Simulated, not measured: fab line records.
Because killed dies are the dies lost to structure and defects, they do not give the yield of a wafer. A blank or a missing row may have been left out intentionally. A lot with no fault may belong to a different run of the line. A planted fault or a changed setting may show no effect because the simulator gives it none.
fab line records    flow gf180mcu    part 2 of 2: steps 31 to 41 of 41
record: lots: 5  wafers: 15  last-day: 34
route steps=602 shown VT_IMPLANT@122 MVSD@136 NWELL@137 LVPWELL@138 MVPSD@139 DUAL_GATE@141 POLY_GATE@157
lots untouched by any fault: they come from a run of this same line in which no faults occurred
start-h: start of the lot's first displayed wafer, in hours after the record's first day    wait-h: hours since the lot's step before    " unchanged from the row above    L1.1+2: a single row standing in for several wafers    - either no value or no given start    * or withheld: withheld    < > ~ a bound
route shown NAME@n: a module of which the file shows steps, and the number in the route of the first    usual: the fault-free wafers' mean and standard deviation    same: alike in all rows    chamber/n: place in a boat    sites: per-site readings    _std_site: standard deviation of those values    _edge_site: the outer-site mean with the inner-site mean subtracted    radius-mm: for every site, how far away it sits from the centre of the wafer    mask NAME#n: copy n    behind: the last tool/chamber to shape the wafer    hold: what put the lot on hold/how long, in hours/how the hold closed    device: whichever transistor did not switch (one of n, p or np)    end of line: at the end of the route, the tests of the same wafers    a step without rows: its recipe alone    killed: dies lost to structure and defects at the first sort, not the wafer's yield    map: per-die view of a wafer (x killed, . not killed, _ where there is no die)
set.NAME: the run value of the setting; set.NAME@STEP: its run value at that earlier step    model.NAME: the simulator's own value behind a step, which no gauge read
certain route steps with their lots: each step a table, each wafer a row
services: the hour from which a tool's chamber was out of use, counted from the record's first day as start-h (under 0 if before that day), plus the number of hours and why
== steps ==
step: GF_DUAL_GATE_OVL_MEAS_11
usual: DUAL_GATE_OVL: 1.1/1.4
lot.wafer  tool        chamber  start-h  wait-h  DUAL_GATE_OVL[nm]
L074.1     overlay-02  -        177.53   0.1     0.4
L074.4     "           -        "        "       0.5
L074.5     "           -        "        "       -0.1
L078.3     overlay-02  -        204.72   0.1     0.5
L078.5     "           -        "        "       0.9
L078.6     "           -        "        "       -0.2
L082.1     overlay-01  -        233.73   0.1     1.0
L082.5     "           -        "        "       0.9
L082.6     "           -        "        "       2.3
L090.1     overlay-02  -        289.38   0.1     3.7
L090.2     "           -        "        "       3.8
L090.3     "           -        "        "       2.6
L097.1     overlay-01  -        336.83   0.1     1.7
L097.5     "           -        "        "       2.8
L097.6     "           -        "        "       1.7
step: GF_DUAL_GATE_WET_ETCH_12
recipe: chemistry: dHF  target-depth-nm: 13  dry: n2-spin  target: SiO2  temp-c: 25  dilution: 100:1  time-s: 260
lot.wafer   tool          chamber  start-h  wait-h
L074.1+4+5  wet-bench-04  2        177.56   0.0
L078.3+5+6  wet-bench-03  1        204.74   0.0
L082.1+5+6  wet-bench-02  0        233.76   0.0
L090.1+2+3  wet-bench-03  3        289.41   0.0
L097.1+5+6  wet-bench-04  3        336.86   0.0
step: GF_DUAL_GATE_STRIP_13
recipe: chemistry: O2/N2  power-w: 1400  pressure-mtorr: 1500  platen-temp-c: 250  o2-flow-sccm: 3000  n2-flow-sccm: 300  overash-fraction: 0.5
usual: drypump-motor-current-A: 5.9/0.37  heater-power-w: 321/25  oes-product-au: 0.716/0.0046  strip-time-to-endpoint-s: 12.62/0.038
lot.wafer  tool             chamber  start-h  wait-h  drypump-motor-current-A  heater-power-w  oes-product-au  rf-hours-counter-h  strip-time-to-endpoint-s
L074.1     plasma-asher-02  0        177.64   0.0     5.6                      320             0.713           50                  12.55
L074.4     "                0        "        "       5.6                      321             0.716           -                   12.55
L074.5     "                1        "        "       6.1                      363             0.719           -                   12.58
L078.3     plasma-asher-01  0        204.86   0.0     5.6                      304             0.718           -                   12.60
L078.5     "                1        "        "       5.8                      320             0.712           -                   12.60
L078.6     "                0        "        "       5.6                      302             0.720           -                   12.64
L082.1     plasma-asher-01  1        233.84   0.0     5.9                      306             0.718           44                  12.66
L082.5     "                0        "        "       5.6                      290             0.715           -                   12.69
L082.6     "                1        "        "       5.8                      310             0.720           -                   12.66
L090.1     plasma-asher-01  0        289.49   0.0     5.6                      296             0.718           51                  12.67
L090.2     "                1        "        "       5.8                      319             0.720           51                  12.66
L090.3     "                0        "        "       5.6                      295             0.718           -                   12.66
L097.1     plasma-asher-03  1        336.94   0.0     6.0                      298             0.727           70                  12.60
L097.5     "                1        "        "       6.0                      313             0.711           -                   12.60
L097.6     "                0        "        "       6.7                      359             0.716           -                   12.64
step: GF_DUAL_GATE_CLEAN_14
recipe: chemistry: SC1/SC2  mix: 1:4:20  temp-c: 70  time-s: 150  dry: n2-spin
lot.wafer   tool          chamber  start-h  wait-h
L074.1+4+5  wet-bench-04  0        177.74   0.1
L078.3+5+6  wet-bench-02  3        204.93   0.0
L082.1+5+6  wet-bench-03  3        233.94   0.1
L090.1+2+3  wet-bench-02  0        289.59   0.1
L097.1+5+6  wet-bench-03  2        337.04   0.1
step: GF_DUAL_GATE_OXIDATION_15
recipe: temp-c: 850  ambient: O2  stabilise-s: 600  purge-s: 300  target-thk-a: 70.98  ox-time-s: 1995
usual: spike-tc-upper-C: 850.2/0.98  tube-center-temp-C: 850.01/0.076  zone-power-lower-pct: 15.1/0.54
lot.wafer  tool        chamber  start-h  wait-h  spike-tc-upper-C  tube-center-temp-C  zone-power-lower-pct
L074.1     furnace-02  0        179.44   1.6     850.0             850.03              15.3
L074.4     "           0        "        "       851.1             849.95              15.4
L074.5     "           0        "        "       851.7             850.07              15.7
L078.3     furnace-01  0        205.03   0.0     849.6             850.04              14.5
L078.5     "           0        "        "       851.5             849.99              14.3
L078.6     "           0        "        "       849.7             850.02              14.8
L082.1     furnace-01  0        234.00   0.0     851.6             849.95              14.7
L082.5     "           0        "        "       849.5             849.97              14.3
L082.6     "           0        "        "       849.5             849.85              14.6
L090.1     furnace-02  0        289.64   0.0     850.4             850.1               15.4
L090.2     "           0        "        "       849.4             849.94              15.5
L090.3     "           0        "        "       850.8             850.05              15.7
L097.1     furnace-01  0        337.09   0.0     849.4             850.01              14.8
L097.5     "           0        "        "       850.9             849.9               14.6
L097.6     "           0        "        "       849.9             850.02              14.6
step: GF_POLY_GATE_CVD_00
recipe: material: poly-Si  target-thk-nm: 200  temp-c: 615  time-s: 1200  pressure-mtorr: 200
usual: spike-tc-upper-C: 615.3/1.1  zone-power-lower-pct: 8.7/1
lot.wafer  tool      chamber  start-h  wait-h  spike-tc-upper-C  zone-power-lower-pct
L074.1     lpcvd-02  0        180.99   0.0     614.2             7.5
L074.4     "         0        "        "       614.6             7.5
L074.5     "         0        "        "       614.2             7.4
L078.3     lpcvd-01  0        206.58   0.0     615.5             8.3
L078.5     "         0        "        "       614.8             8.2
L078.6     "         0        "        "       615.2             8.4
L082.1     lpcvd-01  0        235.55   0.0     614.4             8.4
L082.5     "         0        "        "       615.1             8.2
L082.6     "         0        "        "       616.4             8.3
L090.1     lpcvd-02  0        291.20   0.0     614.5             7.6
L090.2     "         0        "        "       614.6             7.5
L090.3     "         0        "        "       614.6             7.4
L097.1     lpcvd-01  1        338.65   0.0     613.4             9.6
L097.5     "         1        "        "       617.1             9.6
L097.6     "         1        "        "       616.6             9.6
step: GF_POLY_GATE_THK_MEAS_01
recipe: reads: poly-Si_of_POLY_GATE_CVD_00
usual: POLY_GATE_CVD_00_THK: 178.6/2
lot.wafer  tool           chamber  start-h  wait-h  POLY_GATE_CVD_00_THK[nm]
L074.1     film-metro-03  -        182.99   0.0     178.6
L074.4     "              -        "        "       180.6
L074.5     "              -        "        "       178.6
L078.3     film-metro-03  -        207.94   0.0     182.2
L078.5     "              -        "        "       180.2
L078.6     "              -        "        "       182.2
L082.1     film-metro-02  -        236.89   0.0     178.9
L082.5     "              -        "        "       177.8
L082.6     "              -        "        "       177.4
L090.1     film-metro-03  -        292.53   0.0     177.9
L090.2     "              -        "        "       177.2
L090.3     "              -        "        "       176.0
L097.1     film-metro-03  -        339.98   0.0     173.7
L097.5     "              -        "        "       173.4
L097.6     "              -        "        "       172.8
step: GF_POLY_GATE_DEHYDRATE_02
recipe: temp-c: 200  time-s: 60
usual: heater-power-total-W: 160.37/0.13
lot.wafer  tool            chamber  start-h  wait-h  heater-power-total-W
L074.1     litho-track-02  0        189.95   6.9     160.38
L074.4     "               0        "        "       160.41
L074.5     "               0        "        "       160.47
L078.3     litho-track-02  0        216.10   8.2     160.19
L078.5     "               0        "        "       160.17
L078.6     "               0        "        "       160.35
L082.1     litho-track-03  0        245.75   8.9     160.39
L082.5     "               0        "        "       160.34
L082.6     "               0        "        "       160.62
L090.1     litho-track-03  0        302.00   9.5     160.58
L090.2     "               0        "        "       160.41
L090.3     "               0        "        "       160.53
L097.1     litho-track-01  0        350.71   10.7    160.13
L097.5     "               0        "        "       160.13
L097.6     "               0        "        "       160.62
step: GF_POLY_GATE_HMDS_03
recipe: prime-time-s: 60  prime-temp-c: 120
lot.wafer   tool            chamber  start-h  wait-h
L074.1+4+5  litho-track-02  0        190.10   0.1
L078.3+5+6  litho-track-02  0        216.25   0.1
L082.1+5+6  litho-track-03  0        245.90   0.1
L090.1+2+3  litho-track-03  0        302.15   0.1
L097.1+5+6  litho-track-01  0        350.86   0.1
step: GF_POLY_GATE_COAT_04
recipe: resist: BARC  temp-c: withheld  time-s: withheld  spin-rpm: withheld  resist-thk-nm: withheld
lot.wafer   tool            chamber  start-h  wait-h
L074.1+4+5  litho-track-02  0        190.25   0.1
L078.3+5+6  litho-track-02  0        216.40   0.1
L082.1+5+6  litho-track-03  0        246.05   0.1
L090.1+2+3  litho-track-03  0        302.30   0.1
L097.1+5+6  litho-track-01  0        351.01   0.1
step: GF_POLY_GATE_COAT_05
recipe: resist: KrF  spin-rpm: withheld  resist-thk-nm: 700
lot.wafer   tool            chamber  start-h  wait-h
L074.1+4+5  litho-track-02  0        -        -
L078.3+5+6  litho-track-02  0        -        -
L082.1+5+6  litho-track-03  0        -        -
L090.1+2+3  litho-track-03  0        -        -
L097.1+5+6  litho-track-01  0        -        -
== services ==
tool              chamber  start-h  hours  kind
plasma-asher-02   -        129.00   3.3    repair
lpcvd-02          -        131.85   6.1    pm
iline-stepper-01  -        136.21   6.0    repair
lpcvd-01          -        139.88   17.2   pm
furnace-01        -        147.64   4.6    pm
furnace-02        -        162.81   4.1    pm
iline-stepper-02  -        177.42   2.9    repair
furnace-01        -        177.59   2.4    pm
iline-stepper-02  -        185.17   2.1    pm
wet-bench-04      -        208.86   0.9    repair
plasma-asher-04   -        209.91   45.2   pm
furnace-02        -        221.32   3.2    pm
iline-stepper-01  -        229.33   11.4   repair
wet-bench-02      -        251.25   1.6    repair
plasma-asher-04   -        263.11   3.0    repair
plasma-asher-04   -        265.02   10.6   repair
wet-bench-03      -        266.27   0.7    repair
plasma-asher-03   -        282.05   28.1   pm
plasma-asher-01   -        298.09   4.5    repair
implanter-03      -        326.00   1.8    repair
wet-bench-04      -        327.01   1.9    pm
furnace-02        -        330.81   3.0    pm
iline-stepper-02  -        343.36   1.7    pm
iline-stepper-01  -        348.12   4.4    pm
